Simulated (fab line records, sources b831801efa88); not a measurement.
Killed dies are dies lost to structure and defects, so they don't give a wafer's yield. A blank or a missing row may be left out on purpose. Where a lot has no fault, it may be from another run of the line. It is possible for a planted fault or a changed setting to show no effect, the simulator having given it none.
Which of the tools did it? :: flow gf180mcu :: 24 lots, 72 wafers sampled, at 6 steps of a route of 602

WHAT THE GAUGES READ, wafer by wafer
GF_STI_THK_MEAS_02.
lot: L074
measured: day 1 11:32
on: film metro-02
STI_OXIDATION_THK (nm): 10.15 10.36 10.20

lot: L075
measured: day 1 16:32
on: film metro-02
STI_OXIDATION_THK (nm): 10.19 10.11 10.32

lot: L076
measured: day 1 21:31
on: film metro-03
STI_OXIDATION_THK (nm): 10.24 10.22 10.09

lot: L077
measured: day 2 02:32
on: film metro-02
STI_OXIDATION_THK (nm): 10.15 10.22 10.19

lot: L078
measured: day 2 07:40
on: film metro-03
STI_OXIDATION_THK (nm): 10.22 10.12 10.10

lot: L079
measured: day 2 12:32
on: film metro-01
STI_OXIDATION_THK (nm): 10.41 10.40 10.58

lot: L080
measured: day 2 19:19
on: film metro-03
STI_OXIDATION_THK (nm): 10.26 10.17 10.35

lot: L081
measured: day 2 23:16
on: film metro-03
STI_OXIDATION_THK (nm): 10.13 10.20 10.17

lot: L082
measured: day 3 04:23
on: film metro-03
STI_OXIDATION_THK (nm): 10.42 10.37 10.39

lot: L083
measured: day 3 08:32
on: film metro-03
STI_OXIDATION_THK (nm): 9.75 9.80 9.77

lot: L084
measured: day 3 13:31
on: film metro-03
STI_OXIDATION_THK (nm): 10.14 9.99 10.21

lot: L085
measured: day 3 18:31
on: film metro-03
STI_OXIDATION_THK (nm): 9.95 9.71 9.90

lot: L086
measured: day 3 23:45
on: film metro-03
STI_OXIDATION_THK (nm): 9.92 9.97 9.95

lot: L087
measured: day 4 04:31
on: film metro-01
STI_OXIDATION_THK (nm): 10.04 10.32 10.24

lot: L088
measured: day 4 09:31
on: film metro-03
STI_OXIDATION_THK (nm): 10.18 10.21 9.86

lot: L089
measured: day 4 14:41
on: film metro-03
STI_OXIDATION_THK (nm): 10.21 10.13 10.01

lot: L090
measured: day 4 20:01
on: film metro-03
STI_OXIDATION_THK (nm): 10.17 9.86 10.16

lot: L091
measured: day 5 01:21
on: film metro-03
STI_OXIDATION_THK (nm): 10.19 10.17 10.11

lot: L092
measured: day 5 06:02
on: film metro-02
STI_OXIDATION_THK (nm): 9.85 9.92 9.85

lot: L093
measured: day 5 10:38
on: film metro-01
STI_OXIDATION_THK (nm): 10.34 10.15 10.21

lot: L094
measured: day 5 16:10
on: film metro-03
STI_OXIDATION_THK (nm): 10.38 10.48 10.28

lot: L095
measured: day 5 20:37
on: film metro-01
STI_OXIDATION_THK (nm): 10.23 10.24 10.25

lot: L096
measured: day 6 02:36
on: film metro-03
STI_OXIDATION_THK (nm): 10.17 10.11 10.19

lot: L097
measured: day 6 06:49
on: film metro-01
STI_OXIDATION_THK (nm): 9.71 9.61 9.71

GF_CONTACT_BOW_MEAS_05.
lot: L074
measured: day 15 11:45
on: film metro-01
CONTACT_BOW (um): 65 65 67

lot: L075
measured: day 15 13:40
on: film metro-02
CONTACT_BOW (um): 65 60 59

lot: L076
measured: day 16 12:57
on: film metro-04
CONTACT_BOW (um): 67 58 73

lot: L077
measured: day 16 12:40
on: film metro-02
CONTACT_BOW (um): 56 65 59

lot: L078
measured: day 16 15:13
on: film metro-04
CONTACT_BOW (um): 58 69 65

lot: L079
measured: day 17 08:48
on: film metro-01
CONTACT_BOW (um): 64 71 73

lot: L080
measured: day 17 09:26
on: film metro-01
CONTACT_BOW (um): 70 67 63

lot: L081
measured: day 17 20:25
on: film metro-01
CONTACT_BOW (um): 66 61 74

lot: L082
measured: day 18 02:39
on: film metro-04
CONTACT_BOW (um): 61 58 65

lot: L083
measured: day 18 10:53
on: film metro-04
CONTACT_BOW (um): 71 61 67

lot: L084
measured: day 18 16:02
on: film metro-02
CONTACT_BOW (um): 60 68 67

lot: L085
measured: day 19 06:41
on: film metro-02
CONTACT_BOW (um): 67 68 76

lot: L086
measured: day 19 09:34
on: film metro-02
CONTACT_BOW (um): 62 64 55

lot: L087
measured: day 19 22:27
on: film metro-04
CONTACT_BOW (um): 75 60 76

lot: L088
measured: day 20 08:07
on: film metro-02
CONTACT_BOW (um): 68 60 64

lot: L089
measured: day 20 10:17
on: film metro-02
CONTACT_BOW (um): 63 65 67

lot: L090
measured: day 20 20:40
on: film metro-04
CONTACT_BOW (um): 82 71 63

lot: L091
measured: day 21 06:19
on: film metro-01
CONTACT_BOW (um): 68 69 60

lot: L092
measured: day 21 17:53
on: film metro-02
CONTACT_BOW (um): 68 66 68

lot: L093
measured: day 21 22:52
on: film metro-02
CONTACT_BOW (um): 63 60 69

lot: L094
measured: day 22 09:20
on: film metro-04
CONTACT_BOW (um): 68 73 65

lot: L095
measured: day 22 19:07
on: film metro-04
CONTACT_BOW (um): 67 67 61

lot: L096
measured: day 22 23:37
on: film metro-01
CONTACT_BOW (um): 73 56 57

lot: L097
measured: day 23 09:21
on: film metro-04
CONTACT_BOW (um): 69 68 56

GF_M2_OVL_MEAS_15.
lot: L074
measured: day 19 12:35
on: overlay-01
M2_OVL (nm): -1 -2 -4

lot: L075
measured: day 19 14:52
on: overlay-02
M2_OVL (nm): -7 -9 -6

lot: L076
measured: day 20 16:05
on: overlay-02
M2_OVL (nm): 1 -5 3

lot: L077
measured: day 20 15:37
on: overlay-01
M2_OVL (nm): 12 8 11

lot: L078
measured: day 20 18:53
on: overlay-02
M2_OVL (nm): 4 1 -1

lot: L079
measured: day 21 13:32
on: overlay-02
M2_OVL (nm): 0 -7 3

lot: L080
measured: day 21 14:34
on: overlay-02
M2_OVL (nm): 7 7 0

lot: L081
measured: day 22 01:14
on: overlay-02
M2_OVL (nm): -3 3 -5

lot: L082
measured: day 22 07:03
on: overlay-02
M2_OVL (nm): -3 0 -6

lot: L083
measured: day 22 14:39
on: overlay-01
M2_OVL (nm): -4 -3 0

lot: L084
measured: day 22 20:25
on: overlay-01
M2_OVL (nm): -5 -4 -1

lot: L085
measured: day 23 09:40
on: overlay-02
M2_OVL (nm): -6 -5 1

lot: L086
measured: day 23 13:04
on: overlay-01
M2_OVL (nm): 5 3 0

lot: L087
measured: day 24 01:50
on: overlay-01
M2_OVL (nm): 12 13 8

lot: L088
measured: day 24 10:44
on: overlay-02
M2_OVL (nm): 7 5 7

lot: L089
measured: day 24 12:21
on: overlay-01
M2_OVL (nm): 0 -3 -5

lot: L090
measured: day 24 21:57
on: overlay-02
M2_OVL (nm): -1 0 2

lot: L091
measured: day 25 05:05
on: overlay-02
M2_OVL (nm): 5 0 1

lot: L092
measured: day 25 17:19
on: overlay-02
M2_OVL (nm): 5 8 3

lot: L093
measured: day 25 21:50
on: overlay-02
M2_OVL (nm): 1 4 5

lot: L094
measured: day 26 06:43
on: overlay-02
M2_OVL (nm): 7 5 -4

lot: L095
measured: day 26 13:53
on: overlay-02
M2_OVL (nm): 3 0 -4

lot: L096
measured: day 26 18:47
on: overlay-01
M2_OVL (nm): 0 1 1

lot: L097
measured: day 27 02:46
on: overlay-02
M2_OVL (nm): -7 -11 0

GF_M4_OVL_MEAS_15.
lot: L074
measured: day 23 18:02
on: overlay-02
M4_OVL (nm): -5 -4 -10

lot: L075
measured: day 23 19:32
on: overlay-01
M4_OVL (nm): 6 9 4

lot: L076
measured: day 24 19:00
on: overlay-02
M4_OVL (nm): -9 -9 -8

lot: L077
measured: day 24 18:32
on: overlay-02
M4_OVL (nm): -8 -7 -3

lot: L078
measured: day 24 21:50
on: overlay-02
M4_OVL (nm): -4 -5 -2

lot: L079
measured: day 25 13:11
on: overlay-01
M4_OVL (nm): 2 1 9

lot: L080
measured: day 25 15:28
on: overlay-01
M4_OVL (nm): -5 0 6

lot: L081
measured: day 26 01:31
on: overlay-02
M4_OVL (nm): 2 1 -1

lot: L082
measured: day 26 06:33
on: overlay-01
M4_OVL (nm): -3 -1 -1

lot: L083
measured: day 26 12:42
on: overlay-01
M4_OVL (nm): 6 10 2

lot: L084
measured: day 26 17:02
on: overlay-02
M4_OVL (nm): -8 -8 -4

lot: L085
measured: day 27 06:40
on: overlay-02
M4_OVL (nm): 9 1 6

lot: L086
measured: day 27 08:55
on: overlay-01
M4_OVL (nm): 2 2 2

lot: L087
measured: day 27 19:20
on: overlay-01
M4_OVL (nm): 2 -1 6

lot: L088
measured: day 28 02:35
on: overlay-02
M4_OVL (nm): -2 -2 1

lot: L089
measured: day 28 04:23
on: overlay-01
M4_OVL (nm): -2 0 -6

lot: L090
measured: day 28 13:00
on: overlay-01
M4_OVL (nm): 11 5 8

lot: L091
measured: day 28 20:07
on: overlay-01
M4_OVL (nm): 5 3 1

lot: L092
measured: day 29 08:23
on: overlay-01
M4_OVL (nm): -9 -6 -6

lot: L093
measured: day 29 11:16
on: overlay-01
M4_OVL (nm): 2 1 0

lot: L094
measured: day 29 19:35
on: overlay-01
M4_OVL (nm): 1 0 -2

lot: L095
measured: day 30 02:47
on: overlay-01
M4_OVL (nm): -1 1 -2

lot: L096
measured: day 30 07:29
on: overlay-01
M4_OVL (nm): -1 3 5

lot: L097
measured: day 30 12:49
on: overlay-01
M4_OVL (nm): 1 2 6

TOOL THAT RAN EACH LOT (tool first, then ch and the chambers of the sampled wafers, then the start)
lot: L074
GF_V2_ETCH_16: rie diel-03 ch 1,2,3, day 20 14:26
GF_V3_ETCH_16: rie diel-01 ch 0,1, day 22 17:19

lot: L075
GF_V2_ETCH_16: rie diel-02 ch 0,1,2, day 20 16:19
GF_V3_ETCH_16: rie diel-02 ch 0,1,3, day 22 19:47

lot: L076
GF_V2_ETCH_16: rie diel-03 ch 0,2, day 21 17:44
GF_V3_ETCH_16: rie diel-02 ch 0,3, day 23 19:14

lot: L077
GF_V2_ETCH_16: rie diel-04 ch 0,1, day 21 17:05
GF_V3_ETCH_16: rie diel-01 ch 0,2, day 23 19:08

lot: L078
GF_V2_ETCH_16: rie diel-03 ch 1,2,3, day 21 19:59
GF_V3_ETCH_16: rie diel-01 ch 0,1,3, day 23 21:14

lot: L079
GF_V2_ETCH_16: rie diel-02 ch 0,1,3, day 22 13:29
GF_V3_ETCH_16: rie diel-03 ch 1,2, day 24 13:41

lot: L080
GF_V2_ETCH_16: rie diel-03 ch 0,2, day 22 15:47
GF_V3_ETCH_16: rie diel-01 ch 2,3, day 24 16:15

lot: L081
GF_V2_ETCH_16: rie diel-04 ch 0,2,3, day 23 02:13
GF_V3_ETCH_16: rie diel-03 ch 0,2,3, day 25 02:35

lot: L082
GF_V2_ETCH_16: rie diel-04 ch 0,1, day 23 06:53
GF_V3_ETCH_16: rie diel-01 ch 0,1,2, day 25 07:20

lot: L083
GF_V2_ETCH_16: rie diel-02 ch 0,1,2, day 23 14:43
GF_V3_ETCH_16: rie diel-02 ch 0,1,3, day 25 14:05

lot: L084
GF_V2_ETCH_16: rie diel-04 ch 0,2, day 23 20:31
GF_V3_ETCH_16: rie diel-02 ch 1,2, day 25 19:14

lot: L085
GF_V2_ETCH_16: rie diel-04 ch 1,3, day 24 11:02
GF_V3_ETCH_16: rie diel-03 ch 0,1, day 26 08:00

lot: L086
GF_V2_ETCH_16: rie diel-02 ch 0,3, day 24 13:05
GF_V3_ETCH_16: rie diel-01 ch 1,2,3, day 26 10:45

lot: L087
GF_V2_ETCH_16: rie diel-03 ch 0,2,3, day 25 01:05
GF_V3_ETCH_16: rie diel-02 ch 1,3, day 26 21:54

lot: L088
GF_V2_ETCH_16: rie diel-03 ch 0,1,3, day 25 09:20
GF_V3_ETCH_16: rie diel-01 ch 1,2,3, day 27 05:56

lot: L089
GF_V2_ETCH_16: rie diel-04 ch 1,2,3, day 25 11:25
GF_V3_ETCH_16: rie diel-02 ch 1,3, day 27 07:06

lot: L090
GF_V2_ETCH_16: rie diel-04 ch 0,2,3, day 25 20:18
GF_V3_ETCH_16: rie diel-02 ch 1,2, day 27 16:15

lot: L091
GF_V2_ETCH_16: rie diel-04 ch 0,1,3, day 26 03:52
GF_V3_ETCH_16: rie diel-02 ch 0,2,3, day 27 23:00

lot: L092
GF_V2_ETCH_16: rie diel-03 ch 1,2,3, day 26 15:14
GF_V3_ETCH_16: rie diel-01 ch 2,3, day 28 11:11

lot: L093
GF_V2_ETCH_16: rie diel-02 ch 0,1,2, day 26 19:50
GF_V3_ETCH_16: rie diel-02 ch 1,2,3, day 28 14:08

lot: L094
GF_V2_ETCH_16: rie diel-02 ch 2,3, day 27 04:26
GF_V3_ETCH_16: rie diel-03 ch 0,1, day 28 22:35

lot: L095
GF_V2_ETCH_16: rie diel-03 ch 1,2,3, day 27 11:38
GF_V3_ETCH_16: rie diel-03 ch 1,3, day 29 05:59

lot: L096
GF_V2_ETCH_16: rie diel-04 ch 0,1, day 27 16:29
GF_V3_ETCH_16: rie diel-02 ch 0,2,3, day 29 10:35

lot: L097
GF_V2_ETCH_16: rie diel-04 ch 0,1,2, day 27 23:19
GF_V3_ETCH_16: rie diel-02 ch 0,1,3, day 29 16:57
- GF_V2_ETCH_16: etches BARC in N2/H2.
- GF_V3_ETCH_16: etches BARC in N2/H2.

WHAT THE TOOLS THEMSELVES READ (means of the sampled wafers that have a number; where no wafer has one, the mark that the record gives instead)
GF_V2_ETCH_16.
lot: L074
tool: rie diel-03
chamber pressure mTorr (mTorr): 29.991
drypump motor current A (A): 5.5
oes product au (a.u.): 0.861
throttle valve pct (%): 13.224

lot: L075
tool: rie diel-02
chamber pressure mTorr (mTorr): 30.031
drypump motor current A (A): 5.8
oes product au (a.u.): 0.854
throttle valve pct (%): 13.225

lot: L076
tool: rie diel-03
chamber pressure mTorr (mTorr): 30.017
drypump motor current A (A): 6.0
oes product au (a.u.): 0.852
throttle valve pct (%): 13.218

lot: L077
tool: rie diel-04
chamber pressure mTorr (mTorr): 29.991
drypump motor current A (A): 5.6
oes product au (a.u.): 0.854
throttle valve pct (%): 13.218

lot: L078
tool: rie diel-03
chamber pressure mTorr (mTorr): 30.003
drypump motor current A (A): 5.5
oes product au (a.u.): 0.852
throttle valve pct (%): 13.223

lot: L079
tool: rie diel-02
chamber pressure mTorr (mTorr): 29.974
drypump motor current A (A): 5.6
oes product au (a.u.): 0.853
throttle valve pct (%): 13.226

lot: L080
tool: rie diel-03
chamber pressure mTorr (mTorr): 29.986
drypump motor current A (A): 5.9
oes product au (a.u.): 0.850
throttle valve pct (%): 13.237

lot: L081
tool: rie diel-04
chamber pressure mTorr (mTorr): 30.006
drypump motor current A (A): 6.0
oes product au (a.u.): 0.856
throttle valve pct (%): 13.216

lot: L082
tool: rie diel-04
chamber pressure mTorr (mTorr): 29.972
drypump motor current A (A): 5.5
oes product au (a.u.): 0.855
throttle valve pct (%): 13.221

lot: L083
tool: rie diel-02
chamber pressure mTorr (mTorr): 30.009
drypump motor current A (A): 5.8
oes product au (a.u.): 0.855
throttle valve pct (%): 13.229

lot: L084
tool: rie diel-04
chamber pressure mTorr (mTorr): 30.001
drypump motor current A (A): 5.6
oes product au (a.u.): 0.849
throttle valve pct (%): 13.231

lot: L085
tool: rie diel-04
chamber pressure mTorr (mTorr): 30.003
drypump motor current A (A): 6.3
oes product au (a.u.): 0.854
throttle valve pct (%): 13.230

lot: L086
tool: rie diel-02
chamber pressure mTorr (mTorr): 30.008
drypump motor current A (A): 5.5
oes product au (a.u.): 0.856
throttle valve pct (%): 13.221

lot: L087
tool: rie diel-03
chamber pressure mTorr (mTorr): 29.982
drypump motor current A (A): 5.8
oes product au (a.u.): 0.853
throttle valve pct (%): 13.215

lot: L088
tool: rie diel-03
chamber pressure mTorr (mTorr): 30.008
drypump motor current A (A): 5.6
oes product au (a.u.): 0.857
throttle valve pct (%): 13.225

lot: L089
tool: rie diel-04
chamber pressure mTorr (mTorr): 30.009
drypump motor current A (A): 6.0
oes product au (a.u.): 0.858
throttle valve pct (%): 13.233

lot: L090
tool: rie diel-04
chamber pressure mTorr (mTorr): 30.027
drypump motor current A (A): 6.0
oes product au (a.u.): 0.857
throttle valve pct (%): 13.223

lot: L091
tool: rie diel-04
chamber pressure mTorr (mTorr): 30.010
drypump motor current A (A): 5.9
oes product au (a.u.): 0.857
throttle valve pct (%): 13.222

lot: L092
tool: rie diel-03
chamber pressure mTorr (mTorr): 29.979
drypump motor current A (A): 5.5
oes product au (a.u.): 0.853
throttle valve pct (%): 13.230

lot: L093
tool: rie diel-02
chamber pressure mTorr (mTorr): 30.011
drypump motor current A (A): 5.8
oes product au (a.u.): 0.856
throttle valve pct (%): 13.232

lot: L094
tool: rie diel-02
chamber pressure mTorr (mTorr): 30.009
drypump motor current A (A): 5.5
oes product au (a.u.): 0.853
throttle valve pct (%): 13.223

lot: L095
tool: rie diel-03
chamber pressure mTorr (mTorr): 29.994
drypump motor current A (A): 5.5
oes product au (a.u.): 0.855
throttle valve pct (%): 13.224

lot: L096
tool: rie diel-04
chamber pressure mTorr (mTorr): 29.994
drypump motor current A (A): 5.6
oes product au (a.u.): 0.856
throttle valve pct (%): 13.217

lot: L097
tool: rie diel-04
chamber pressure mTorr (mTorr): 29.990
drypump motor current A (A): 5.7
oes product au (a.u.): 0.852
throttle valve pct (%): 13.221

GF_V3_ETCH_16.
lot: L074
tool: rie diel-01
chamber pressure mTorr (mTorr): 30.005
drypump motor current A (A): 5.2
oes product au (a.u.): 0.851
throttle valve pct (%): 13.210

lot: L075
tool: rie diel-02
chamber pressure mTorr (mTorr): 29.970
drypump motor current A (A): 5.6
oes product au (a.u.): 0.849
throttle valve pct (%): 13.221

lot: L076
tool: rie diel-02
chamber pressure mTorr (mTorr): 30.009
drypump motor current A (A): 5.6
oes product au (a.u.): 0.856
throttle valve pct (%): 13.230

lot: L077
tool: rie diel-01
chamber pressure mTorr (mTorr): 30.008
drypump motor current A (A): 6.1
oes product au (a.u.): 0.860
throttle valve pct (%): 13.232

lot: L078
tool: rie diel-01
chamber pressure mTorr (mTorr): 30.012
drypump motor current A (A): 5.5
oes product au (a.u.): 0.853
throttle valve pct (%): 13.227

lot: L079
tool: rie diel-03
chamber pressure mTorr (mTorr): 29.984
drypump motor current A (A): 5.5
oes product au (a.u.): 0.854
throttle valve pct (%): 13.225

lot: L080
tool: rie diel-01
chamber pressure mTorr (mTorr): 30.019
drypump motor current A (A): 5.9
oes product au (a.u.): 0.859
throttle valve pct (%): 13.216

lot: L081
tool: rie diel-03
chamber pressure mTorr (mTorr): 30.011
drypump motor current A (A): 5.7
oes product au (a.u.): 0.857
throttle valve pct (%): 13.233

lot: L082
tool: rie diel-01
chamber pressure mTorr (mTorr): 29.990
drypump motor current A (A): 5.6
oes product au (a.u.): 0.856
throttle valve pct (%): 13.229

lot: L083
tool: rie diel-02
chamber pressure mTorr (mTorr): 30.014
drypump motor current A (A): 5.6
oes product au (a.u.): 0.853
throttle valve pct (%): 13.219

lot: L084
tool: rie diel-02
chamber pressure mTorr (mTorr): 30.007
drypump motor current A (A): 5.8
oes product au (a.u.): 0.857
throttle valve pct (%): 13.226

lot: L085
tool: rie diel-03
chamber pressure mTorr (mTorr): 29.979
drypump motor current A (A): 5.7
oes product au (a.u.): 0.857
throttle valve pct (%): 13.226

lot: L086
tool: rie diel-01
chamber pressure mTorr (mTorr): 29.983
drypump motor current A (A): 5.6
oes product au (a.u.): 0.851
throttle valve pct (%): 13.230

lot: L087
tool: rie diel-02
chamber pressure mTorr (mTorr): 29.991
drypump motor current A (A): 5.4
oes product au (a.u.): 0.857
throttle valve pct (%): 13.229

lot: L088
tool: rie diel-01
chamber pressure mTorr (mTorr): 29.997
drypump motor current A (A): 5.7
oes product au (a.u.): 0.852
throttle valve pct (%): 13.225

lot: L089
tool: rie diel-02
chamber pressure mTorr (mTorr): 30.002
drypump motor current A (A): 5.6
oes product au (a.u.): 0.854
throttle valve pct (%): 13.228

lot: L090
tool: rie diel-02
chamber pressure mTorr (mTorr): 29.968
drypump motor current A (A): 5.8
oes product au (a.u.): 0.853
throttle valve pct (%): 13.231

lot: L091
tool: rie diel-02
chamber pressure mTorr (mTorr): 29.988
drypump motor current A (A): 5.7
oes product au (a.u.): 0.849
throttle valve pct (%): 13.228

lot: L092
tool: rie diel-01
chamber pressure mTorr (mTorr): 29.995
drypump motor current A (A): 6.0
oes product au (a.u.): 0.852
throttle valve pct (%): 13.223

lot: L093
tool: rie diel-02
chamber pressure mTorr (mTorr): 30.006
drypump motor current A (A): 5.6
oes product au (a.u.): 0.856
throttle valve pct (%): 13.221

lot: L094
tool: rie diel-03
chamber pressure mTorr (mTorr): 29.998
drypump motor current A (A): 5.9
oes product au (a.u.): 0.852
throttle valve pct (%): 13.227

lot: L095
tool: rie diel-03
chamber pressure mTorr (mTorr): 30.001
drypump motor current A (A): 5.4
oes product au (a.u.): 0.856
throttle valve pct (%): 13.223

lot: L096
tool: rie diel-02
chamber pressure mTorr (mTorr): 30.006
drypump motor current A (A): 5.7
oes product au (a.u.): 0.852
throttle valve pct (%): 13.224

lot: L097
tool: rie diel-02
chamber pressure mTorr (mTorr): 30.009
drypump motor current A (A): 5.6
oes product au (a.u.): 0.854
throttle valve pct (%): 13.230

THE ANSWER, worked out from the rows above alone
Rule: the usual values come from the lots themselves. The widest of any qualifying gaps counts: lots, ordered by their means at a reading, are off when they make up no more than a third of the lots, leave a main group of 4 or more, and stand apart from it by 3 or more times the standard deviation of that group's means. A main group is skipped when, at the precision printed for the reading in the tables above, its means are all equal. A lot without any number at a reading at which 4 lots or more have one is off too. Where the step has rows for the other lots, those lots are counted as sound. After the gauges, taken in route order, come the tools' own readings; for these a lot's mean is taken, as printed above. The first step at which some lot is off is used, and at that step the reading that is off furthest; a lot without a number counts as furthest.
Nothing can be told from this: no lot is off at any reading shown.

WHAT THE SIMULATOR HAD INSERTED
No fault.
